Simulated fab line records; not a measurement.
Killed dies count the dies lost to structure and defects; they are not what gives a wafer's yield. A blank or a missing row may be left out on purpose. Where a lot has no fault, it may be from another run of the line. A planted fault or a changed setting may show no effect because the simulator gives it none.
fab line records	flow sky130
[record] lots = 12	wafers = 36	last-day = 50
route steps=708 shown METAL3@534 CAPM@538 VIA3@574 PAD_OPEN@708
lots untouched by any fault: they come from a run of this same line in which no faults occurred
start-h: hours from the record's opening day to when the first of the lot's shown wafers began	wait-h: how many hours have passed since the lot's step before this one	" repeats the value in the row above	L1.1+2: several wafers, shown together as one row	- no value, or no start was given	* or withheld: withheld	< > ~ a bound
route shown NAME@n: NAME is a module with steps in the file, n the number in the route of the first one	usual: mean/standard deviation taken from wafers without a fault	same: alike in all rows	chamber/n: place in a boat	sites: each site's reading	_std_site: how widely they spread, as a standard deviation	_edge_site: the outer-site mean with the inner-site mean subtracted	radius-mm: for every site, how far away it sits from the centre of the wafer	mask NAME#n: copy n	behind: the last tool/chamber to shape the wafer	hold: the reason the lot was held/the length of the hold in hours/how it ended	device: the n, p or np transistor that did not switch	end of line: the same wafers' tests at the end of the route	step lacking rows: just its recipe	killed: count of dies lost to structure and defects at first sort (not the wafer's yield)	map: dies across one wafer; x = killed, . = not, _ = none there
set.NAME: the setting the step ran with; set.NAME@STEP: the setting that earlier step ran with	model.NAME: the simulator's own value behind a step, which no gauge read
one table for each step of the route and one row for each wafer, over a sample of lots
services: the hour from which a tool's chamber was out of use, counted from the record's first day as start-h (under 0 if before that day), plus the number of hours and why
[[steps]]
[step SKY_METAL3_SPUTTER_02]
[recipe] material = AlCu	target-thk-nm = 735	power-w = 10600	time-s = 39.1	chamber-pressure-pa = 0.4
[usual] throttle-valve-pct = 29.4/0.81
lot.wafer	tool	chamber	start-h	wait-h	throttle-valve-pct
L588.1	pvd-sputter-02	-	845.23	0.0	28.8
L588.3	"	-	"	"	29.8
L588.5	"	-	"	"	28.4
L590.1	pvd-sputter-02	-	862.88	0.0	29.2
L590.4	"	-	"	"	30.0
L590.5	"	-	"	"	29.8
L591.1	pvd-sputter-02	-	870.08	0.0	28.0
L591.2	"	-	"	"	29.1
L591.5	"	-	"	"	28.2
L592.1	pvd-sputter-01	-	878.63	0.0	30.5
L592.3	"	-	"	"	29.4
L592.6	"	-	"	"	28.9
L595.2	pvd-sputter-01	-	921.10	0.0	29.6
L595.3	"	-	"	"	30.6
L595.4	"	-	"	"	28.8
L596.4	pvd-sputter-01	-	937.11	0.0	28.7
L596.5	"	-	"	"	29.1
L596.6	"	-	"	"	30.8
L598.2	pvd-sputter-02	-	946.35	0.0	29.0
L598.4	"	-	"	"	29.7
L598.6	"	-	"	"	29.7
L602.1	pvd-sputter-01	-	965.49	0.0	29.3
L602.3	"	-	"	"	30.6
L602.4	"	-	"	"	28.3
L604.1	pvd-sputter-04	-	975.02	0.0	30.0
L604.3	"	-	"	"	28.1
L604.5	"	-	"	"	31.2
L607.1	pvd-sputter-02	-	1002.04	0.0	28.3
L607.3	"	-	"	"	29.1
L607.4	"	-	"	"	29.9
L608.1	pvd-sputter-02	-	1004.29	0.0	29.8
L608.3	"	-	"	"	29.8
L608.6	"	-	"	"	30.0
L610.1	pvd-sputter-02	-	1009.24	0.0	28.9
L610.3	"	-	"	"	28.3
L610.5	"	-	"	"	28.5
[step SKY_CAPM_THK_MEAS_01]
[recipe] reads = SiO2_of_CAPM_CVD_00
[usual] CAPM_CVD_00_THK = 15.43/0.19
lot.wafer	tool	chamber	start-h	wait-h	CAPM_CVD_00_THK[nm]
L588.1	film-metro-01	-	845.36	-	15.06
L588.3	"	-	"	"	15.40
L588.5	"	-	"	"	15.48
L590.1	film-metro-01	-	863.02	-	15.07
L590.4	"	-	"	"	15.27
L590.5	"	-	"	"	15.24
L591.1	film-metro-02	-	870.22	-	15.46
L591.2	"	-	"	"	15.47
L591.5	"	-	"	"	15.65
L592.1	film-metro-01	-	878.76	-	15.29
L592.3	"	-	"	"	15.03
L592.6	"	-	"	"	15.13
L595.2	film-metro-03	-	921.23	-	15.39
L595.3	"	-	"	"	15.52
L595.4	"	-	"	"	15.68
L596.4	film-metro-03	-	937.25	-	15.47
L596.5	"	-	"	"	15.66
L596.6	"	-	"	"	15.42
L598.2	film-metro-02	-	946.48	-	15.28
L598.4	"	-	"	"	15.58
L598.6	"	-	"	"	15.45
L602.1	film-metro-01	-	965.61	-	15.41
L602.3	"	-	"	"	15.56
L602.4	"	-	"	"	15.39
L604.1	film-metro-03	-	975.14	-	15.07
L604.3	"	-	"	"	15.35
L604.5	"	-	"	"	15.46
L607.1	film-metro-03	-	1002.17	-	15.56
L607.3	"	-	"	"	15.28
L607.4	"	-	"	"	15.64
L608.1	film-metro-01	-	1004.43	-	15.19
L608.3	"	-	"	"	15.16
L608.6	"	-	"	"	15.50
L610.1	film-metro-01	-	1009.36	-	15.49
L610.3	"	-	"	"	15.54
L610.5	"	-	"	"	15.72
[step SKY_METAL3_ETCH_17]
[recipe] target = SiO2	stop-on = TiN	chemistry = C4F8/O2/Ar	source-w = 1500	bias-w = 1200	pressure-mtorr = 40	c4f8-flow-sccm = withheld	O2_flow_sccm = 6	Ar_flow_sccm = 300	time-s = 3.9	target-depth-a = 150
[usual] bias-w = 1200/3.8	oes-product-au = 0.753/0.0066
lot.wafer	tool	chamber	start-h	wait-h	bias-w	oes-product-au	rf-hours-counter-h
L588.1	rie-diel-04	1	896.85	0.1	1199	0.744	10
L588.3	"	3	"	"	1198	0.746	16
L588.5	"	1	"	"	1201	0.744	-
L590.1	rie-diel-03	1	915.08	0.1	1202	0.746	3
L590.4	"	3	"	"	1195	0.746	11
L590.5	"	1	"	"	1201	0.750	-
L591.1	rie-diel-02	3	921.36	0.1	1203	0.755	3
L591.2	"	1	"	"	1203	0.753	16
L591.5	"	1	"	"	1203	0.761	-
L592.1	rie-diel-02	0	930.61	0.1	1198	0.743	7
L592.3	"	1	"	"	1199	0.739	16
L592.6	"	3	"	"	1198	0.755	-
L595.2	rie-diel-02	2	971.16	0.1	1198	0.749	9
L595.3	"	0	"	"	1203	0.750	8
L595.4	"	1	"	"	1157	0.759	17
L596.4	rie-diel-04	0	985.56	0.0	1199	0.754	14
L596.5	"	2	"	"	1202	0.757	-
L596.6	"	1	"	"	1201	0.754	-
L598.2	rie-diel-04	3	994.31	0.1	1202	0.745	19
L598.4	"	1	"	"	1208	0.761	13
L598.6	"	0	"	"	1201	0.740	-
L602.1	rie-diel-04	0	1013.61	0.1	1206	0.750	15
L602.3	"	3	"	"	1191	0.753	20
L602.4	"	1	"	"	1200	0.751	14
L604.1	rie-diel-03	3	1024.44	0.2	1206	0.739	14
L604.3	"	2	"	"	1200	0.750	8
L604.5	"	2	"	"	1203	0.757	-
L607.1	rie-diel-03	1	1048.02	0.2	1201	0.750	8
L607.3	"	3	"	"	1203	0.754	15
L607.4	"	2	"	"	1197	0.762	9
L608.1	rie-diel-03	0	1049.61	0.1	1198	0.755	23
L608.3	"	1	"	"	1192	0.743	8
L608.6	"	1	"	"	1196	0.752	-
L610.1	rie-diel-02	3	1055.29	0.1	1205	0.745	8
L610.3	"	1	"	"	1197	0.758	20
L610.5	"	1	"	"	1199	0.766	-
[step SKY_VIA3_THK_MEAS_01]
[recipe] reads = SiO2_of_VIA3_HDPCVD_00
[usual] VIA3_HDPCVD_THK = 1640/19
lot.wafer	tool	chamber	start-h	wait-h	VIA3_HDPCVD_THK[nm]
L588.1	film-metro-04	-	897.82	0.1	1681
L588.3	"	-	"	"	1641
L588.5	"	-	"	"	1674
L590.1	film-metro-03	-	916.04	0.1	1626
L590.4	"	-	"	"	1629
L590.5	"	-	"	"	1650
L591.1	film-metro-04	-	922.31	0.1	1651
L591.2	"	-	"	"	1623
L591.5	"	-	"	"	1609
L592.1	film-metro-04	-	931.57	0.1	1602
L592.3	"	-	"	"	1600
L592.6	"	-	"	"	1614
L595.2	film-metro-02	-	972.13	0.1	1646
L595.3	"	-	"	"	1628
L595.4	"	-	"	"	1624
L596.4	film-metro-02	-	986.55	0.0	1663
L596.5	"	-	"	"	1645
L596.6	"	-	"	"	1632
L598.2	film-metro-03	-	995.71	0.1	1656
L598.4	"	-	"	"	1650
L598.6	"	-	"	"	1668
L602.1	film-metro-02	-	1014.57	0.1	1650
L602.3	"	-	"	"	1640
L602.4	"	-	"	"	1615
L604.1	film-metro-02	-	1025.42	0.1	1636
L604.3	"	-	"	"	1628
L604.5	"	-	"	"	1658
L607.1	film-metro-02	-	1048.99	0.1	1632
L607.3	"	-	"	"	1641
L607.4	"	-	"	"	1643
L608.1	film-metro-04	-	1050.75	0.1	1640
L608.3	"	-	"	"	1633
L608.6	"	-	"	"	1637
L610.1	film-metro-02	-	1056.26	0.1	1603
L610.3	"	-	"	"	1659
L610.5	"	-	"	"	1623
[step SKY_PAD_OPEN_PROBE_99]
[usual] defect-limited-yield = 82.4/1.8	killed_at_M0_to_M3 = 43/7.8	killed_at_M4_up = 3.2/1.7	killed-at-contacts = 24/5.2	killed-at-front-end = 15/4.5	killed-at-other = 0.4/0.65	killed-dies = 87/9.1	killed-open = 47/7.3	killed-short = 40/6.5	sort_bin_3_pad_short = 0.9/0.46	sort_bin_5_function = 10.4/1.5	sort_bin_6_memory = 6.3/1	sort-n-pass = 405/9.1	sort-yield-pct = 82.4/1.8
[same] gross-dies = 492	killed-at-back-side = 0	sort_bin_4_leakage[%] = 0	sort_bin_8_speed[%] = 0
lot.wafer	tool	chamber	start-h	wait-h	defect-limited-yield[%]	killed_at_M0_to_M3	killed_at_M4_up	killed-at-contacts	killed-at-front-end	killed-at-other	killed-dies	killed-open	killed-short	sort_bin_3_pad_short[%]	sort_bin_5_function[%]	sort_bin_6_memory[%]	sort-n-pass	sort-yield-pct[%]
L588.1	prober-02	-	1070.23	0.1	81.7	41	6	26	16	1	90	48	42	1.2	11.4	5.7	402	81.7
L588.3	prober-02	-	1070.33	0.2	80.7	45	4	22	24	0	95	56	39	0.6	12.0	6.7	397	80.7
L588.5	prober-02	-	1070.43	0.2	80.3	56	2	22	17	0	97	55	42	0.8	9.3	9.6	395	80.3
L592.1	prober-02	-	1098.12	0.1	82.9	40	4	25	15	0	84	46	38	1.0	9.1	6.9	408	82.9
L592.3	prober-02	-	1098.22	0.2	78.9	47	5	22	29	1	104	50	54	2.0	12.2	6.9	388	78.9
L592.6	prober-02	-	1098.37	0.2	81.5	49	3	24	15	0	91	41	50	1.4	10.0	7.1	401	81.5
L602.1	prober-02	-	1163.53	0.1	83.7	42	0	23	13	2	80	39	38	0.8	10.0	5.5	412	83.7
L602.3	prober-02	-	1163.63	0.2	82.5	44	5	25	11	1	86	49	36	0.4	10.8	6.3	406	82.5
L602.4	prober-02	-	1163.68	0.2	83.9	41	2	20	15	1	79	44	34	0.4	8.5	7.1	413	83.9
L604.1	prober-01	-	1174.38	0.1	81.7	51	2	19	18	0	90	42	47	0.2	12.0	6.1	402	81.7
L604.3	prober-01	-	1174.48	0.2	79.9	44	3	35	17	0	99	51	47	1.0	11.2	7.9	393	79.9
L604.5	prober-01	-	1174.58	0.2	83.9	33	7	27	12	0	79	40	39	0.8	8.1	7.1	413	83.9
L607.1	prober-01	-	1192.66	0.1	80.9	41	3	33	16	1	94	45	48	1.4	10.4	7.3	398	80.9
L607.3	prober-01	-	1192.76	0.2	81.7	44	4	25	15	2	90	56	33	1.0	11.2	6.1	402	81.7
L607.4	prober-01	-	1192.81	0.2	83.9	44	1	18	15	1	79	42	36	0.8	10.2	5.1	413	83.9
L608.1	prober-02	-	1192.84	0.1	84.6	40	3	21	12	0	76	44	32	1.4	7.5	6.5	416	84.6
L608.3	prober-02	-	1192.94	0.2	83.1	33	3	33	13	1	83	54	28	0.2	9.6	7.1	409	83.1
L608.6	prober-02	-	1193.09	0.2	81.1	31	2	34	26	0	93	55	38	0.2	10.4	8.3	399	81.1
L610.1	prober-02	-	1197.17	0.1	83.9	35	3	24	17	0	79	34	45	0.6	9.6	5.9	413	83.9
L610.3	prober-02	-	1197.27	0.2	84.6	26	2	29	19	0	76	49	27	0	9.6	5.9	416	84.6
L610.5	prober-02	-	1197.37	0.2	82.9	40	4	28	12	0	84	44	40	1.0	10.8	5.3	408	82.9
// killed by level:class
L588.1 VIA3:geometric-particle:open=9 CONTACT:geometric-particle:open=8 POLY_GATE:geometric-particle:open=7 LI_CONTACT:geometric-particle:open=7 CONTACT:geometric-particle:short=6 VIA1:geometric-particle:open=6 VIA2:geometric-particle:open=6 METAL4:geometric-particle:short=6
L588.3 VIA1:geometric-particle:open=11 CONTACT:geometric-particle:open=10 FIELD_ISO:geometric-particle:open=8 VIA3:geometric-particle:open=8 VIA2:geometric-particle:open=7 FIELD_ISO:geometric-particle:short=6 LI_CONTACT:geometric-particle:open=5 VIA2:geometric-particle:short=5
L588.5 VIA3:geometric-particle:open=10 CONTACT:geometric-particle:open=10 VIA1:geometric-particle:open=10 METAL1:geometric-particle:short=8 METAL2:geometric-particle:short=7 VIA1:geometric-particle:short=6 FIELD_ISO:geometric-particle:short=5 VIA2:geometric-particle:open=5
L592.1 CONTACT:geometric-particle:open=12 FIELD_ISO:geometric-particle:open=7 VIA1:geometric-particle:short=7 METAL2:geometric-particle:short=6 VIA3:geometric-particle:open=5 VIA2:geometric-particle:open=5 LI_CONTACT:geometric-particle:open=4 VIA1:geometric-particle:open=4
L592.3 FIELD_ISO:geometric-particle:short=11 VIA2:geometric-particle:open=11 VIA3:geometric-particle:open=7 POLY_GATE:geometric-particle:short=6 POLY_GATE:geometric-particle:open=6 CONTACT:geometric-particle:short=6 CONTACT:geometric-particle:open=6 VIA2:geometric-particle:short=6
L592.6 VIA1:geometric-particle:open=14 VIA1:geometric-particle:short=9 METAL2:geometric-particle:short=8 CONTACT:geometric-particle:short=8 FIELD_ISO:geometric-particle:short=6 VIA2:geometric-particle:open=6 POLY_GATE:geometric-particle:open=5 CONTACT:geometric-particle:open=5
L602.1 VIA1:geometric-particle:open=10 CONTACT:geometric-particle:open=7 LI_CONTACT:geometric-particle:open=6 VIA1:geometric-particle:short=6 VIA3:geometric-particle:short=6 LOCAL_INTERCONNECT:geometric-particle:short=5 VIA2:geometric-particle:open=5 POLY_GATE:geometric-particle:short=4
L602.3 VIA3:geometric-particle:open=11 CONTACT:geometric-particle:open=10 VIA1:geometric-particle:open=7 CONTACT:geometric-particle:short=6 METAL1:geometric-particle:short=6 METAL2:geometric-particle:short=6 LI_CONTACT:geometric-particle:open=5 FIELD_ISO:geometric-particle:open=4
L602.4 VIA1:geometric-particle:open=11 METAL1:geometric-particle:short=9 VIA3:geometric-particle:open=7 LI_CONTACT:geometric-particle:open=6 FIELD_ISO:geometric-particle:open=5 POLY_GATE:geometric-particle:short=5 CONTACT:geometric-particle:open=5 CONTACT:geometric-particle:short=5
L604.1 VIA1:geometric-particle:open=14 CONTACT:geometric-particle:short=7 POLY_GATE:geometric-particle:open=7 VIA1:geometric-particle:short=7 LI_CONTACT:geometric-particle:open=6 VIA2:geometric-particle:open=6 METAL2:geometric-particle:short=6 POLY_GATE:geometric-particle:short=4
L604.3 LI_CONTACT:geometric-particle:open=14 VIA1:geometric-particle:open=11 CONTACT:geometric-particle:short=7 CONTACT:geometric-particle:open=7 METAL2:geometric-particle:short=6 POLY_GATE:geometric-particle:short=5 METAL1:geometric-particle:short=5 VIA2:geometric-particle:short=4
L604.5 LI_CONTACT:geometric-particle:open=8 VIA1:geometric-particle:open=8 CONTACT:geometric-particle:open=7 METAL4:geometric-particle:short=6 CONTACT:geometric-particle:short=6 METAL1:geometric-particle:short=5 METAL2:geometric-particle:short=5 VIA2:geometric-particle:open=5
L607.1 CONTACT:geometric-particle:open=12 METAL2:geometric-particle:short=11 LI_CONTACT:geometric-particle:open=10 VIA2:geometric-particle:open=7 FIELD_ISO:geometric-particle:short=6 VIA3:geometric-particle:short=6 LOCAL_INTERCONNECT:geometric-particle:short=5 POLY_GATE:geometric-particle:open=4
L607.3 CONTACT:geometric-particle:open=12 VIA1:geometric-particle:open=10 FIELD_ISO:geometric-particle:open=9 VIA2:geometric-particle:open=9 VIA1:geometric-particle:short=6 CONTACT:geometric-particle:short=5 FIELD_ISO:geometric-particle:short=4 LI_CONTACT:geometric-particle:open=4
L607.4 VIA3:geometric-particle:open=7 VIA1:geometric-particle:open=7 CONTACT:geometric-particle:open=6 METAL2:geometric-particle:short=6 POLY_GATE:geometric-particle:open=5 POLY_GATE:geometric-particle:short=5 VIA1:geometric-particle:short=5 VIA2:geometric-particle:open=5
L608.1 VIA1:geometric-particle:open=12 VIA2:geometric-particle:open=8 CONTACT:geometric-particle:open=7 METAL1:geometric-particle:short=6 LI_CONTACT:geometric-particle:open=5 FIELD_ISO:geometric-particle:short=4 POLY_GATE:geometric-particle:short=3 LI_CONTACT:geometric-particle:short=3
L608.3 CONTACT:geometric-particle:open=11 LI_CONTACT:geometric-particle:open=10 VIA2:geometric-particle:open=9 VIA1:geometric-particle:open=5 VIA3:geometric-particle:open=5 SPACER:geometric-particle:open=4 LOCAL_INTERCONNECT:geometric-particle:short=4 VIA1:geometric-particle:short=4
L608.6 LI_CONTACT:geometric-particle:open=14 VIA1:geometric-particle:open=12 FIELD_ISO:geometric-particle:open=9 LOCAL_INTERCONNECT:geometric-particle:short=6 VIA3:geometric-particle:open=6 FIELD_ISO:geometric-particle:short=5 CONTACT:geometric-particle:open=5 SPACER:geometric-particle:short=4
L610.1 CONTACT:geometric-particle:open=10 VIA1:geometric-particle:open=9 POLY_GATE:geometric-particle:short=7 METAL1:geometric-particle:short=7 METAL2:geometric-particle:short=7 LI_CONTACT:geometric-particle:open=6 FIELD_ISO:geometric-particle:short=5 LI_CONTACT:geometric-particle:short=3
L610.3 LI_CONTACT:geometric-particle:open=12 CONTACT:geometric-particle:open=9 SPACER:geometric-particle:open=5 VIA3:geometric-particle:open=5 FIELD_ISO:geometric-particle:open=4 POLY_GATE:geometric-particle:short=4 VIA1:geometric-particle:open=4 METAL2:geometric-particle:short=4
L610.5 CONTACT:geometric-particle:open=11 VIA2:geometric-particle:open=8 LI_CONTACT:geometric-particle:short=6 METAL1:geometric-particle:open=5 VIA3:geometric-particle:open=5 POLY_GATE:geometric-particle:open=4 LOCAL_INTERCONNECT:geometric-particle:short=4 CONTACT:geometric-particle:short=4
[[services]]
tool	chamber	start-h	hours	kind
rie-diel-04	-	839.80	2.8	pm
rie-diel-02	-	860.03	1.2	repair
rie-diel-04	1	866.37	7.2	repair
pvd-sputter-01	-	867.85	1.5	repair
pvd-sputter-01	-	883.75	1.2	repair
rie-diel-03	1	888.60	10.9	repair
rie-diel-02	1	890.57	4.6	repair
rie-diel-04	0	895.37	4.6	repair
rie-diel-02	-	898.53	0.5	repair
rie-diel-04	2	900.68	3.8	repair
pvd-sputter-04	-	907.88	53.0	repair
pvd-sputter-02	-	920.56	5.9	repair
pvd-sputter-04	-	976.82	2.6	repair
pvd-sputter-04	-	1027.30	6.3	repair
rie-diel-04	2	1037.38	6.4	repair
rie-diel-02	0	1046.18	16.5	repair
[[key]]
[first-sign] step = SKY_METAL3_ETCH_17	reading = bias-w	direction = down	sigmas = 11	usual = 1200	struck = 1157
effect none on later readings
met-at SKY_METAL3_ETCH_17
struck-lots L595
struck-wafers L595.4
not-acting-at SKY_METAL3_SPUTTER_02,SKY_CAPM_THK_MEAS_01,SKY_VIA3_THK_MEAS_01
onset-between 930.61 971.16
[fault] kind = process-parameter-drift	tool = rie-diel-02	chamber = 1	onset-h = 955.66	steps = SKY_METAL3_ETCH_17	channel = bias-w	offset = -46.817	shape = step	end-h = 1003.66	acts-in = these-recipes-only	stated = 1200
